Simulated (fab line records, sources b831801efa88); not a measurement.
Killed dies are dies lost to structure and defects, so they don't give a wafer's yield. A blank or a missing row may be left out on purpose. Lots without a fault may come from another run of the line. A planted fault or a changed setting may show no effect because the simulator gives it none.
A struck lot beside a sound one | flow sfq_line | 34 steps out of a route of 325
Sound: wafers L483.1, L483.3, L483.5. Struck: wafers L487.1, L487.4, L487.6. The cause comes at the end.
At each step with rows: each side's tool, then ch and its chambers, then its first start. Under that, the readings that differ: sound wafers | struck wafers | difference of the means | sigmas: that difference in standard deviations of wafers without a fault.
alike: readings whose means differ by less than 2 such deviations, and words and numbers that are the same on both sides. not compared: withheld readings, readings that some wafer has no value for, bounds like >300 that may hide the same value, and numbers for which the record gives no deviation and whose values overlap.
The two part at a step that has a row with sigmas, a row that says differs or no value, or rows on one side only. Numbers that don't overlap but have no deviation are shown without sigmas and don't part them. A reading that every wafer of one side lacks parts them only if that side has two wafers or more.

first, 6 steps without rows for these wafers: SFQ_TRILAYER_M1_LITHO_COAT_044 (resist thk 62 nm); SFQ_TRILAYER_M1_LITHO_COAT_039 (resist thk 600 nm); SFQ_TRILAYER_M1_LITHO_SOFTBAKE_043; SFQ_TRILAYER_M1_LITHO_EXPOSE_040 (exposes mask M1, target cd 500 nm); SFQ_TRILAYER_M1_LITHO_PEB_042 (peb time 60 s); SFQ_TRILAYER_M1_LITHO_DEVELOP_041 (time 60 s).
SFQ_M1_OVL_MEAS_911:
  sound on overlay-02, day 26 23:04; struck on overlay-02, day 27 18:16
  alike: M1_OVL
SFQ_TRILAYER_M1_BARC_OPEN_METAL_ETCH_054: etches BARC in O2, target depth 125 nm, time 41.7 s.
  sound on rie_metal-02 ch 0,1, day 26 23:05; struck on rie_metal-02 ch 0, day 27 18:17
  alike: drypump_motor_current_A, oes_product_au
  not compared: rf_hours_counter_h
SFQ_TRILAYER_M1_ETCH_METAL_ETCH_042: etches Nb in Cl2/Ar, stops on SiO2, target depth 240 nm, time 120 s.
  sound on rie_metal-02 ch 0,1, day 26 23:09; struck on rie_metal-02 ch 0, day 27 18:21
  alike: drypump_motor_current_A, oes_product_au
  not compared: rf_hours_counter_h
SFQ_TRILAYER_M1_STRIP_STRIP_043: strips in O2.
  sound on rie_metal-02 ch 0,1, day 26 23:17; struck on rie_metal-02 ch 0, day 27 18:29
  alike: drypump_motor_current_A, oes_product_au
  not compared: rf_hours_counter_h
then, 1 step without rows for these wafers: SFQ_TRILAYER_M1_STRIP_SOLV_CLEAN_044 (cleans in NMP, time 600 s).
SFQ_TRILAYER_I1_DEP_PECVD_045: deposits SiO2 from SiH4/N2O, time 111.11 s, target thk 500 nm.
  sound on pecvd-02 ch 0,1, day 27 00:04; struck on pecvd-04 ch 0,1,2, day 27 19:15
  no value came back on the struck wafers for chamber_pressure_Torr (Torr), heater_power_outer_w (W), heater_power_w (W), throttle_valve_pct (%); on the sound wafers chamber_pressure_Torr (Torr) reads 2.404 2.405 2.406
then, 1 step without rows for these wafers: SFQ_TRILAYER_I1_CMP_CMP_046 (polishes SiO2).
SFQ_I1_BOW_MEAS_912:
  sound on film_metro-01, day 27 03:09; struck on film_metro-02, day 27 22:57
  alike: I1_BOW
SFQ_TRILAYER_I1_METRO_MEASURE_047:
  sound on film_metro-01, day 27 03:16; struck on film_metro-02, day 27 23:04
then, 6 steps without rows for these wafers: SFQ_TRILAYER_I1_VIA_LITHO_COAT_054 (resist thk 62 nm); SFQ_TRILAYER_I1_VIA_LITHO_COAT_049 (resist thk 650 nm); SFQ_TRILAYER_I1_VIA_LITHO_SOFTBAKE_053; SFQ_TRILAYER_I1_VIA_LITHO_EXPOSE_050 (exposes mask I1, target cd 500 nm); SFQ_TRILAYER_I1_VIA_LITHO_PEB_052 (peb time 60 s); SFQ_TRILAYER_I1_VIA_LITHO_DEVELOP_051 (time 60 s).
-- the record jumps here: 5 days lie between the struck wafers' starts before and after --
SFQ_I1_OVL_MEAS_913:
  sound on overlay-01, day 32 06:22; struck on overlay-01, day 33 02:46
  alike: I1_OVL
then, 1 step without rows for these wafers: SFQ_TRILAYER_I1_VIA_BARC_OPEN_VIA_ETCH_071 (etches BARC in O2, target depth 125 nm, time 41.7 s).
SFQ_TRILAYER_I1_VIA_ETCH_VIA_ETCH_052: etches SiO2 in CHF3, stops on Nb, target depth 260 nm.
  sound on rie_diel-03 ch 0,3, day 32 06:26; struck on rie_diel-03 ch 0,2,3, day 33 02:50
  reading                  | sound             | struck            | difference | sigmas
  oes_product_au (a.u.)    | 0.857 0.849 0.858 | 0.382 0.377 0.377 | -0.476     | -95
  model.etch.depth_nm (nm) | 200 199.4 200.1   | 0 0 0             | -200       |
  alike: drypump_motor_current_A
SFQ_TRILAYER_I1_VIA_STRIP_STRIP_053: strips in O2.
  sound on rie_metal-03 ch 0,1, day 32 06:33; struck on rie_metal-01 ch 0,1, day 33 02:57
  alike: drypump_motor_current_A, oes_product_au
  not compared: rf_hours_counter_h
then, 2 steps without rows for these wafers: SFQ_TRILAYER_I1_VIA_STRIP_SOLV_CLEAN_054 (cleans in NMP, time 600 s); SFQ_TRILAYER_M2_DEP_PRE_CLEAN_056 (time 22.5 s).
SFQ_TRILAYER_M2_DEP_SPUTTER_055: material Nb, target thk 200 nm, time 133.3 s.
  sound on pvd_sputter-04, day 32 07:21; struck on pvd_sputter-04, day 33 03:45
  alike: throttle_valve_pct
SFQ_M2_RS_MEAS_914: measures by four-point-probe.
  sound on film_metro-03, day 32 07:26; struck on film_metro-04, day 33 03:51
  reading           | sound             | struck            | difference | sigmas
  M2_NB_RS (ohm/sq) | 0.874 0.887 0.871 | 0.882 0.909 0.904 | +0.021     | +2
then, 3 steps without rows for these wafers: SFQ_TRILAYER_M2_LITHO_COAT_062 (resist thk 62 nm); SFQ_TRILAYER_M2_LITHO_COAT_057 (resist thk 600 nm); SFQ_TRILAYER_M2_LITHO_SOFTBAKE_061.
SFQ_TRILAYER_M2_LITHO_EXPOSE_058: exposes mask M2, target cd 500 nm.
  sound on krf_scanner-01 ch 0, day 32 13:35; struck on krf_scanner-01, day 33 04:47
  no value came back on the struck wafers for exposure_dose_mJ_cm2, focus_offset_nm (nm); on the sound wafers exposure_dose_mJ_cm2 reads 14.410 14.379 14.408
  alike: mask
then, 1 step without rows for these wafers: SFQ_TRILAYER_M2_LITHO_PEB_060 (peb time 60 s).

WHERE THEY PART
First at SFQ_TRILAYER_I1_DEP_PECVD_045; last, within this record, at SFQ_TRILAYER_M2_LITHO_EXPOSE_058.

WHY: what the simulator had put in
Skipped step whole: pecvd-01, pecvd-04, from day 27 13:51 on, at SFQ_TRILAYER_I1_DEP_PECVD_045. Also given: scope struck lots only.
